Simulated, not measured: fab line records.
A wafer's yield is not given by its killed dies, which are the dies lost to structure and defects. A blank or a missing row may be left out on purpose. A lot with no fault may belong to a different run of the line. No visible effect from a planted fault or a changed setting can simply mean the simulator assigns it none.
A lot that was struck, set against a sound lot + flow gf180mcu + 15 steps out of a route of 602
Sound: these wafers, L985.1, L985.3, L985.4. Struck: wafer L982.6 (L982.1, L982.5, from the same lot, were not struck and are left out); the cause is given at the end.
At each step with rows: each side's tool, then ch and its chambers, then its first start. Under that, the readings that differ: sound wafers + struck wafers + difference of the means + sigmas: that difference in standard deviations of wafers without a fault.
alike: a reading whose means differ by less than 2 such deviations, as well as words and numbers matching on both sides. not compared: withheld readings; readings where some wafer has no value; bounds like >300 that might hide an equal value; numbers whose values overlap and for which the record gives no deviation.
Wherever a step has rows on one side only, a row that says differs or no value, or a row with sigmas, the two part there. Numbers that have no deviation but don't overlap get no sigmas and don't part them. A reading missing from all wafers of one side parts the sides only when that side holds two or more wafers.

first, 5 steps without rows for these wafers: GF_CONTACT_CLEAN_19 (cleans in SPM); GF_CONTACT_CLEAN_20 (cleans in DIW); GF_CONTACT_CLEAN_21 (cleans in dHF, time 20 s); GF_CONTACT_SPUTTER_22 (material Ti, target thk 15 nm, time 80.02 s); GF_CONTACT_SPUTTER_23 (material TiN, target thk 10 nm, time 40 s).
GF_CONTACT_CVD_24: deposits W, target thk 300 nm, time 90.339 s.
  sound on cvd_w-01 ch 0,1, day 23 14:07; struck on cvd_w-01 ch 1, day 22 15:28
  alike: heater_power_outer_w, heater_power_w
GF_CONTACT_RS_MEAS_25: the measuring method here is four-point-probe.
  sound on film_metro-04 at day 23 14:13; struck on film_metro-03 at day 22 15:34
  alike: CONTACT_W_RS
GF_CONTACT_THK_MEAS_26: measures by xrf.
  sound on film_metro-04 at day 23 14:20; struck on film_metro-03 at day 22 15:41
  alike: CONTACT_W_THK
GF_CONTACT_CMP_27: polishes, stops on SiO2, t overpolish 15 s, target thk 0 nm.
  sound on cmp-01 ch 0,1,3, day 23 14:24; struck on cmp-02 ch 1, day 22 15:48
  alike: motor_current_A, overpolish_run_s, time_to_endpoint_s
GF_M1_SPUTTER_00: material Ti, target thk 37.5 nm, time 150 s.
  sound on pvd_sputter-04 at day 23 14:42; struck on pvd_sputter-01 at day 22 16:03
  alike: throttle_valve_pct
GF_M1_SPUTTER_01: material TiN, target thk 30 nm, time 25 s.
  sound on pvd_sputter-04 at day 23 14:48; struck on pvd_sputter-01 at day 22 16:09
  alike: throttle_valve_pct
then, 1 step without rows for these wafers: GF_M1_SPUTTER_02 (material AlCu, target thk 450 nm, time 23.9 s).
GF_M1_SPUTTER_03: material Ti, target thk 10 nm, time 6.7 s.
  sound on pvd_sputter-04 at day 23 14:52; struck on pvd_sputter-01 at day 22 16:13
| reading                               | sound            | struck | difference | sigmas |
|---------------------------------------|------------------|--------|------------|--------|
| model.Ti_of_M1_SPUTTER_03.thk_nm (nm) | 9.893 9.944 9.94 | 13.8   | +3.9       |        |
  alike: throttle_valve_pct
GF_M1_SPUTTER_04: material TiN, target thk 50 nm, time 41.7 s.
  sound on pvd_sputter-04 at day 23 14:53; struck on pvd_sputter-01 at day 22 16:14
  alike: throttle_valve_pct
GF_PASSIVATION_PROBE_99:
  the record has rows for the sound wafers here (prober-01, day 35 08:10) and none for the struck ones

WHERE THEY PART
GF_PASSIVATION_PROBE_99 only, going by this record.

WHY: what the simulator had put in
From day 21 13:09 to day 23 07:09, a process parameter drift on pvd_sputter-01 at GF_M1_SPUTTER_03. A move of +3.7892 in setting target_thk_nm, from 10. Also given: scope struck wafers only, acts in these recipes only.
